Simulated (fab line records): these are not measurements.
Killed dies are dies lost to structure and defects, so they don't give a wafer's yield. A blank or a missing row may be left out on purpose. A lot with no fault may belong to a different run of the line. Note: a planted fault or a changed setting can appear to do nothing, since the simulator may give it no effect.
fab line records -- flow gf180mcu
[record] lots = 13, wafers = 39, lastDay = 34
route steps=602 shown NWELL@44 VT_IMPLANT@135 HV_LDD@231 V1@359
lots with no fault: from the same line, run without faults
startH: start of the lot's first displayed wafer, in hours after the record's first day -- waitH: time in hours since the lot's previous step -- " repeats the value in the row above -- L1.1+2: one row covering several wafers at once -- - no value, or no start given -- * or withheld: withheld -- < > ~ a bound
route shown NAME@n: a module of which the file shows steps, and the number in the route of the first -- usual: mean and standard deviation over wafers with no fault -- same: alike in all rows -- chamber/n: place in a boat -- sites: readings site by site -- _std_site: their standard deviation -- _edge_site: the outer-site mean with the inner-site mean subtracted -- radiusMm: for every site, how far away it sits from the centre of the wafer -- mask NAME#n: copy n -- behind: the last tool/chamber to shape the wafer -- hold: why the lot went on hold/how many hours it stayed there/how the hold came to an end -- device: the transistor (n, p or np) that didn't switch -- end of line: the same wafers' tests at the end of the route -- for a step that has no rows: nothing shown but its recipe -- killed: not the wafer's yield, but the dies lost to structure and defects at the first sort -- map: shows each die of a wafer: x if killed, . if not, _ if none is there
set.NAME: the run value of the setting; set.NAME@STEP: its run value at that earlier step -- model.NAME: the simulator's own value behind a step, which no gauge read
one table for each step of the route and one row for each wafer, over a sample of lots
services: a tool's chamber out of use, with start hour (startH, from the record's first day; less than 0 if before it), hours out, and reason
[[steps]]
[step GF_NWELL_COAT_02]
[recipe] spinRpm = 2000, resistThkNm = 3000
[usual] exhaustPa = 45.0/0.99
lot.wafer,tool,chamber,startH,waitH,exhaustPa
L326.1,lithoTrack-01,0,48.95,0.1,43.5
L326.2,lithoTrack-01,0,48.95,0.1,44.9
L326.6,lithoTrack-01,0,48.95,0.1,43.0
L329.2,lithoTrack-01,0,64.77,0.1,44.6
L329.3,lithoTrack-01,0,64.77,0.1,44.4
L329.6,lithoTrack-01,0,64.77,0.1,43.1
L330.2,lithoTrack-02,0,69.93,0.1,44.9
L330.3,lithoTrack-02,0,69.93,0.1,45.4
L330.4,lithoTrack-02,0,69.93,0.1,45.2
L331.2,lithoTrack-04,0,76.09,0.1,44.1
L331.3,lithoTrack-04,0,76.09,0.1,44.8
L331.6,lithoTrack-04,0,76.09,0.1,45.2
L332.1,lithoTrack-02,0,81.35,0.1,43.9
L332.2,lithoTrack-02,0,81.35,0.1,44.7
L332.4,lithoTrack-02,0,81.35,0.1,44.4
L334.2,lithoTrack-01,0,90.62,0.1,43.1
L334.3,lithoTrack-01,0,90.62,0.1,44.2
L334.5,lithoTrack-01,0,90.62,0.1,44.3
L336.1,lithoTrack-04,0,103.52,0.1,44.8
L336.4,lithoTrack-04,0,103.52,0.1,43.8
L336.6,lithoTrack-04,0,103.52,0.1,43.5
L338.2,lithoTrack-01,0,113.27,0.1,44.8
L338.3,lithoTrack-01,0,113.27,0.1,45.7
L338.6,lithoTrack-01,0,113.27,0.1,44.4
L342.1,lithoTrack-02,0,135.90,0.1,45.6
L342.3,lithoTrack-02,0,135.90,0.1,46.0
L342.5,lithoTrack-02,0,135.90,0.1,46.0
L343.2,lithoTrack-01,0,139.67,0.1,43.9
L343.3,lithoTrack-01,0,139.67,0.1,45.0
L343.4,lithoTrack-01,0,139.67,0.1,44.5
L344.2,lithoTrack-01,0,145.97,0.1,44.3
L344.3,lithoTrack-01,0,145.97,0.1,44.1
L344.6,lithoTrack-01,0,145.97,0.1,45.7
L346.1,lithoTrack-02,0,158.25,0.1,45.0
L346.2,lithoTrack-02,0,158.25,0.1,45.5
L346.3,lithoTrack-02,0,158.25,0.1,45.2
L347.2,lithoTrack-02,0,162.83,0.1,46.4
L347.4,lithoTrack-02,0,162.83,0.1,44.0
L347.6,lithoTrack-02,0,162.83,0.1,45.5
[step GF_NWELL_STRIP_10]
[recipe] chemistry = O2/N2, powerW = 1400, pressureMtorr = 1500, platenTempC = 250, o2FlowSccm = 3000, n2FlowSccm = 300, overashFraction = 0.5
[usual] drypumpMotorCurrentA = 5.5/0.55, heaterPowerW = 341/22, oesProductAu = 0.723/0.0048, stripTimeToEndpointS = 36.99/0.085
lot.wafer,tool,chamber,startH,waitH,drypumpMotorCurrentA,heaterPowerW,oesProductAu,rfHoursCounterH,stripTimeToEndpointS
L326.1,plasmaAsher-01,1,55.93,0.1,5.3,379,0.722,42,37.09
L326.2,plasmaAsher-01,0,55.93,0.1,5.7,319,0.729,42,37.13
L326.6,plasmaAsher-01,1,55.93,0.1,5.3,385,0.724,-,37.04
L329.2,plasmaAsher-02,1,71.65,0.1,5.4,342,0.718,39,36.95
L329.3,plasmaAsher-02,1,71.65,0.1,5.4,333,0.718,-,36.98
L329.6,plasmaAsher-02,1,71.65,0.1,5.4,328,0.726,-,36.88
L330.2,plasmaAsher-02,1,77.10,0.1,5.4,320,0.733,40,36.89
L330.3,plasmaAsher-02,0,77.10,0.1,5.5,333,0.724,-,36.92
L330.4,plasmaAsher-02,1,77.10,0.1,5.4,333,0.719,-,36.95
L331.2,plasmaAsher-01,0,83.55,0.1,5.6,316,0.723,45,37.03
L331.3,plasmaAsher-01,1,83.55,0.1,5.3,377,0.722,-,36.99
L331.6,plasmaAsher-01,0,83.55,0.1,5.6,324,0.720,-,37.01
L332.1,plasmaAsher-02,0,88.60,0.1,5.5,337,0.724,41,37.03
L332.2,plasmaAsher-02,1,88.60,0.1,5.4,329,0.721,41,36.91
L332.4,plasmaAsher-02,0,88.60,0.1,5.5,326,0.724,-,37.02
L334.2,plasmaAsher-03,1,98.10,0.1,4.8,362,0.725,30,36.99
L334.3,plasmaAsher-03,0,98.10,0.1,6.6,320,0.719,-,36.95
L334.5,plasmaAsher-03,0,98.10,0.1,6.5,310,0.727,-,36.91
L336.1,plasmaAsher-03,0,110.80,0.1,6.6,317,0.722,32,36.84
L336.4,plasmaAsher-03,0,110.80,0.1,6.5,313,0.731,-,36.83
L336.6,plasmaAsher-03,1,110.80,0.1,4.8,359,0.727,-,36.94
L338.2,plasmaAsher-03,0,120.83,0.1,6.5,314,0.721,33,36.98
L338.3,plasmaAsher-03,0,120.83,0.1,6.5,312,0.722,-,37.02
L338.6,plasmaAsher-03,0,120.83,0.1,6.5,322,0.730,-,37.02
L342.1,plasmaAsher-01,1,143.69,0.1,5.3,379,0.721,52,37.05
L342.3,plasmaAsher-01,1,143.69,0.1,5.3,379,0.722,-,37.11
L342.5,plasmaAsher-01,1,143.69,0.1,5.3,374,0.726,-,36.95
L343.2,plasmaAsher-02,1,147.69,0.1,5.4,320,0.722,3,23.59
L343.3,plasmaAsher-02,1,147.69,0.1,5.4,348,0.725,-,37.01
L343.4,plasmaAsher-02,0,147.69,0.1,5.6,348,0.723,-,36.97
L344.2,plasmaAsher-01,0,154.47,0.1,5.6,321,0.722,54,23.55
L344.3,plasmaAsher-01,1,154.47,0.1,5.3,375,0.715,-,36.89
L344.6,plasmaAsher-01,1,154.47,0.1,5.3,388,0.727,-,36.82
L346.1,plasmaAsher-03,0,166.73,0.1,6.6,325,0.721,38,37.00
L346.2,plasmaAsher-03,1,166.73,0.1,4.8,351,0.715,38,37.06
L346.3,plasmaAsher-03,1,166.73,0.1,4.8,345,0.723,-,37.11
L347.2,plasmaAsher-01,0,171.15,0.1,5.6,325,0.718,56,36.88
L347.4,plasmaAsher-01,0,171.15,0.1,5.6,323,0.714,-,37.02
L347.6,plasmaAsher-01,1,171.15,0.1,5.3,365,0.732,-,36.99
[step GF_VT_IMPLANT_RTA_45]
[recipe] tempC = 1050, timeS = 30, ambient = N2
[usual] lampPowerPct = 40.1/0.96, wafer_temp_C_max = 1055.1/0.95
lot.wafer,tool,chamber,startH,waitH,lampPowerPct,wafer_temp_C_max
L326.1,rtpAnneal-02,0,157.25,0.0,41.1,1055.8
L326.2,rtpAnneal-02,0,157.25,0.0,41.1,1056.9
L326.6,rtpAnneal-02,0,157.25,0.0,41.0,1055.2
L329.2,rtpAnneal-01,0,177.11,0.0,39.1,1054.7
L329.3,rtpAnneal-01,0,177.11,0.0,39.1,1055.1
L329.6,rtpAnneal-01,0,177.11,0.0,39.1,1054.6
L330.2,rtpAnneal-01,0,183.27,0.0,39.2,1054.0
L330.3,rtpAnneal-01,0,183.27,0.0,39.1,1053.5
L330.4,rtpAnneal-01,0,183.27,0.0,39.2,1054.6
L331.2,rtpAnneal-01,0,190.88,0.0,39.1,1054.6
L331.3,rtpAnneal-01,0,190.88,0.0,39.2,1053.9
L331.6,rtpAnneal-01,0,190.88,0.0,39.2,1053.9
L332.1,rtpAnneal-02,0,198.64,0.0,41.0,1055.9
L332.2,rtpAnneal-02,0,198.64,0.0,41.1,1055.1
L332.4,rtpAnneal-02,0,198.64,0.0,41.0,1056.3
L334.2,rtpAnneal-02,0,208.38,0.0,41.0,1054.7
L334.3,rtpAnneal-02,0,208.38,0.0,41.1,1054.3
L334.5,rtpAnneal-02,0,208.38,0.0,41.0,1055.5
L336.1,rtpAnneal-02,0,225.90,0.0,41.1,1055.3
L336.4,rtpAnneal-02,0,225.90,0.0,41.0,1055.7
L336.6,rtpAnneal-02,0,225.90,0.0,41.1,1054.4
L338.2,rtpAnneal-02,0,238.91,0.0,41.1,1055.0
L338.3,rtpAnneal-02,0,238.91,0.0,41.1,1054.4
L338.6,rtpAnneal-02,0,238.91,0.0,41.0,1055.4
L342.1,rtpAnneal-01,0,264.54,0.0,39.1,1055.0
L342.3,rtpAnneal-01,0,264.54,0.0,39.1,1055.3
L342.5,rtpAnneal-01,0,264.54,0.0,39.1,1055.1
L343.2,rtpAnneal-01,0,271.33,0.0,39.1,1055.0
L343.3,rtpAnneal-01,0,271.33,0.0,39.1,1053.8
L343.4,rtpAnneal-01,0,271.33,0.0,39.1,1054.8
L344.2,rtpAnneal-01,0,280.31,0.0,39.1,1054.2
L344.3,rtpAnneal-01,0,280.31,0.0,39.1,1054.5
L344.6,rtpAnneal-01,0,280.31,0.0,39.1,1054.6
L346.1,rtpAnneal-02,0,295.79,0.0,41.0,1054.8
L346.2,rtpAnneal-02,0,295.79,0.0,41.1,1054.5
L346.3,rtpAnneal-02,0,295.79,0.0,40.9,1055.5
L347.2,rtpAnneal-02,0,298.61,0.0,41.0,1054.3
L347.4,rtpAnneal-02,0,298.61,0.0,41.0,1055.5
L347.6,rtpAnneal-02,0,298.61,0.0,41.0,1055.8
[step GF_HV_LDD_THK_MEAS_55]
[recipe] reads = SiO2_of_HV_LDD_CVD_54
[usual] HV_LDD_CVD_54_THK = 10.00/0.14
lot.wafer,tool,chamber,startH,waitH,HV_LDD_CVD_54_THK[nm]
L326.1,filmMetro-04,-,273.99,0.0,9.84
L326.2,filmMetro-04,-,273.99,0.0,9.92
L326.6,filmMetro-04,-,273.99,0.0,9.85
L329.2,filmMetro-04,-,297.71,0.0,10.06
L329.3,filmMetro-04,-,297.71,0.0,10.06
L329.6,filmMetro-04,-,297.71,0.0,10.14
L330.2,filmMetro-02,-,303.46,0.0,10.18
L330.3,filmMetro-02,-,303.46,0.0,10.27
L330.4,filmMetro-02,-,303.46,0.0,10.17
L331.2,filmMetro-01,-,312.10,0.1,10.12
L331.3,filmMetro-01,-,312.10,0.1,9.98
L331.6,filmMetro-01,-,312.10,0.1,9.98
L332.1,filmMetro-04,-,322.55,0.0,10.03
L332.2,filmMetro-04,-,322.55,0.0,10.09
L332.4,filmMetro-04,-,322.55,0.0,10.00
L334.2,filmMetro-01,-,333.45,0.0,9.88
L334.3,filmMetro-01,-,333.45,0.0,9.88
L334.5,filmMetro-01,-,333.45,0.0,9.76
L336.1,filmMetro-04,-,356.67,0.0,10.05
L336.4,filmMetro-04,-,356.67,0.0,9.92
L336.6,filmMetro-04,-,356.67,0.0,9.93
L338.2,filmMetro-04,-,370.85,0.0,10.06
L338.3,filmMetro-04,-,370.85,0.0,9.98
L338.6,filmMetro-04,-,370.85,0.0,9.87
L342.1,filmMetro-02,-,413.35,0.0,10.14
L342.3,filmMetro-02,-,413.35,0.0,10.02
L342.5,filmMetro-02,-,413.35,0.0,10.12
L343.2,filmMetro-02,-,424.55,0.0,9.78
L343.3,filmMetro-02,-,424.55,0.0,9.75
L343.4,filmMetro-02,-,424.55,0.0,9.79
L344.2,filmMetro-04,-,425.45,0.0,9.93
L344.3,filmMetro-04,-,425.45,0.0,9.87
L344.6,filmMetro-04,-,425.45,0.0,9.91
L347.2,filmMetro-01,-,453.83,0.0,10.08
L347.4,filmMetro-01,-,453.83,0.0,10.11
L347.6,filmMetro-01,-,453.83,0.0,10.21
L346.1,filmMetro-04,-,454.29,0.0,10.03
L346.2,filmMetro-04,-,454.29,0.0,10.03
L346.3,filmMetro-04,-,454.29,0.0,10.11
[step GF_V1_RS_MEAS_24]
[recipe] thkMeasGauge = four-point-probe, reads = W_of_V1_CVD_23+TiN_of_V1_SPUTTER_22+Ti_of_V1_SPUTTER_21
[usual] V1_W_RS = 0.3266/0.0029
lot.wafer,tool,chamber,startH,waitH,V1_W_RS[ohm/sq]
L326.1,filmMetro-02,-,407.92,0.1,0.3307
L326.2,filmMetro-02,-,407.92,0.1,0.3250
L326.6,filmMetro-02,-,407.92,0.1,0.3301
L329.2,filmMetro-03,-,434.66,0.1,0.3312
L329.3,filmMetro-03,-,434.66,0.1,0.3326
L329.6,filmMetro-03,-,434.66,0.1,0.3281
L330.2,filmMetro-02,-,444.28,0.1,0.3327
L330.3,filmMetro-02,-,444.28,0.1,0.3249
L330.4,filmMetro-02,-,444.28,0.1,0.3300
L331.2,filmMetro-01,-,454.39,0.1,0.3192
L331.3,filmMetro-01,-,454.39,0.1,0.3260
L331.6,filmMetro-01,-,454.39,0.1,0.3230
L332.1,filmMetro-01,-,467.17,0.1,0.3274
L332.2,filmMetro-01,-,467.17,0.1,0.3282
L332.4,filmMetro-01,-,467.17,0.1,0.3291
L334.2,filmMetro-02,-,478.71,0.1,0.3231
L334.3,filmMetro-02,-,478.71,0.1,0.3246
L334.5,filmMetro-02,-,478.71,0.1,0.3274
L336.1,filmMetro-03,-,509.33,0.1,0.3312
L336.4,filmMetro-03,-,509.33,0.1,0.3309
L336.6,filmMetro-03,-,509.33,0.1,0.3310
L338.2,filmMetro-03,-,520.32,0.1,0.3237
L338.3,filmMetro-03,-,520.32,0.1,0.3258
L338.6,filmMetro-03,-,520.32,0.1,0.3266
L342.1,filmMetro-03,-,562.60,0.1,0.3256
L342.3,filmMetro-03,-,562.60,0.1,0.3279
L342.5,filmMetro-03,-,562.60,0.1,0.3310
L343.2,filmMetro-02,-,573.44,0.1,0.3280
L343.3,filmMetro-02,-,573.44,0.1,0.3287
L343.4,filmMetro-02,-,573.44,0.1,0.3247
L344.2,filmMetro-01,-,577.87,0.1,0.3270
L344.3,filmMetro-01,-,577.87,0.1,0.3262
L344.6,filmMetro-01,-,577.87,0.1,0.3258
L347.2,filmMetro-01,-,598.88,0.1,0.3268
L347.4,filmMetro-01,-,598.88,0.1,0.3251
L347.6,filmMetro-01,-,598.88,0.1,0.3251
L346.1,filmMetro-03,-,599.04,0.1,0.3280
L346.2,filmMetro-03,-,599.04,0.1,0.3250
L346.3,filmMetro-03,-,599.04,0.1,0.3257
[[services]]
tool,chamber,startH,hours,kind
plasmaAsher-03,-,27.30,4.1,repair
plasmaAsher-03,-,32.56,2.1,repair
plasmaAsher-02,-,100.66,5.6,repair
plasmaAsher-02,-,108.75,9.0,pm
plasmaAsher-02,0,108.75,9.0,ventCycle
plasmaAsher-02,1,108.75,9.0,ventCycle
plasmaAsher-02,0,117.75,-,clean
plasmaAsher-02,1,117.75,-,clean
plasmaAsher-01,-,178.81,2.8,pm
lithoTrack-01,-,238.59,-,consumableReplace:filter
rtpAnneal-01,-,252.33,4.2,pm
lithoTrack-02,-,296.55,-,consumableReplace:filter
[[key]]
[firstSign] step = GF_NWELL_STRIP_10, reading = stripTimeToEndpointS, direction = down, sigmas = 99+, usual = *, struck = *
effect none on later readings
metAt GF_NWELL_COAT_02
struckLots L343,L344
struckWafers L343.2,L344.2
testerLeftOut L343,L344
notActingAt GF_VT_IMPLANT_RTA_45,GF_HV_LDD_THK_MEAS_55,GF_V1_RS_MEAS_24
onsetBetween 113.27 139.67
[fault] kind = processParameterDrift, tool = lithoTrack-01, chamber = -, onsetH = 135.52, steps = GF_NWELL_COAT_02, channel = resistThkNm, offset = *, shape = step, endH = 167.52, scope = struckWafersOnly, actsIn = *, stated = *
// testerLeftOut: of these lots the tester's yield and bins aren't shown, on N5 and GAA mostly nor the transistor test; their killed dies are dies lost to structure and defects alone, not to doping, threshold or leakage, so they don't give the yield
